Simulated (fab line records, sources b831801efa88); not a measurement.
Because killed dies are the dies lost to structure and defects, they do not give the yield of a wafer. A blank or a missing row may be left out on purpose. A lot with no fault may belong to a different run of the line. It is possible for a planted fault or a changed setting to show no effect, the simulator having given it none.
Matching of chambers / flow sky130 / cmp-01 running SKY_FIELD_ISO_CMP_27: 4 sister chambers
The step polishes, stops on Si3N4, t overpolish 16 s, target thk 457.8 nm. 14 wafers are shown with their chamber, then 6 later ones without.

## WAFERS WITH THEIR CHAMBER
wafer=L354.1; chamber=2; motor current A (A)=10.8; time to endpoint s (s)=109
wafer=L354.3; chamber=1; motor current A (A)=14.1; time to endpoint s (s)=110
wafer=L354.5; chamber=0; motor current A (A)=10.4; time to endpoint s (s)=110
wafer=L356.1; chamber=3; motor current A (A)=13.5; time to endpoint s (s)=112
wafer=L356.3; chamber=2; motor current A (A)=11.4; time to endpoint s (s)=113
wafer=L356.4; chamber=0; motor current A (A)=10.8; time to endpoint s (s)=112
wafer=L359.2; chamber=2; motor current A (A)=10.3; time to endpoint s (s)=114
wafer=L359.4; chamber=3; motor current A (A)=13.5; time to endpoint s (s)=115
wafer=L359.6; chamber=1; motor current A (A)=14.3; time to endpoint s (s)=114
wafer=L367.2; chamber=1; motor current A (A)=13.6; time to endpoint s (s)=116
wafer=L367.3; chamber=3; motor current A (A)=14.1; time to endpoint s (s)=111
wafer=L368.2; chamber=1; motor current A (A)=13.5; time to endpoint s (s)=106
wafer=L368.3; chamber=2; motor current A (A)=10.3; time to endpoint s (s)=108
wafer=L368.5; chamber=0; motor current A (A)=10.8; time to endpoint s (s)=111

SIGNATURES (averages over the wafers above)
reading=motor current A; chamber 0=10.667; chamber 1=13.875; chamber 2=10.700; chamber 3=13.700; scatter within a chamber=0.402
reading=time to endpoint s; chamber 0=111.00; chamber 1=111.50; chamber 2=111.00; chamber 3=112.67; scatter within a chamber=3.09
Rule: distance of a wafer from a chamber = root of the sum over the readings of ((wafer's reading minus chamber's mean) / reading's scatter) squared. The wafer belongs to the nearest chamber; if the next one is less than 2 further off, it can't be placed. How the scatter is found: for the shown wafers, subtract from each reading the mean of its chamber, square and add these, divide the total by (wafers less chambers), then take the root.

## WAFERS WHOSE CHAMBER IS MISSING
wafer=L369.2; motor current A (A)=10.7; time to endpoint s (s)=113
wafer=L369.4; motor current A (A)=10.2; time to endpoint s (s)=110
wafer=L369.5; motor current A (A)=13.4; time to endpoint s (s)=108
wafer=L373.1; motor current A (A)=13.6; time to endpoint s (s)=111
wafer=L373.3; motor current A (A)=10.8; time to endpoint s (s)=111
wafer=L373.4; motor current A (A)=13.0; time to endpoint s (s)=112

## WHICH CHAMBER EACH WENT THROUGH
wafer=L369.2; from the rows above=can't be placed: 2 or 0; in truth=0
wafer=L369.4; from the rows above=can't be placed: 0 or 2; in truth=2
wafer=L369.5; from the rows above=can't be placed: 1 or 3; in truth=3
wafer=L373.1; from the rows above=can't be placed: 3 or 1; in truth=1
wafer=L373.3; from the rows above=can't be placed: 2 or 0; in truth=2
wafer=L373.4; from the rows above=can't be placed: 3 or 1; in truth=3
Placed correctly: 0 of 6. These rows do not allow placing 6 (true chamber among the candidates in 6). Number placed wrongly: 0.
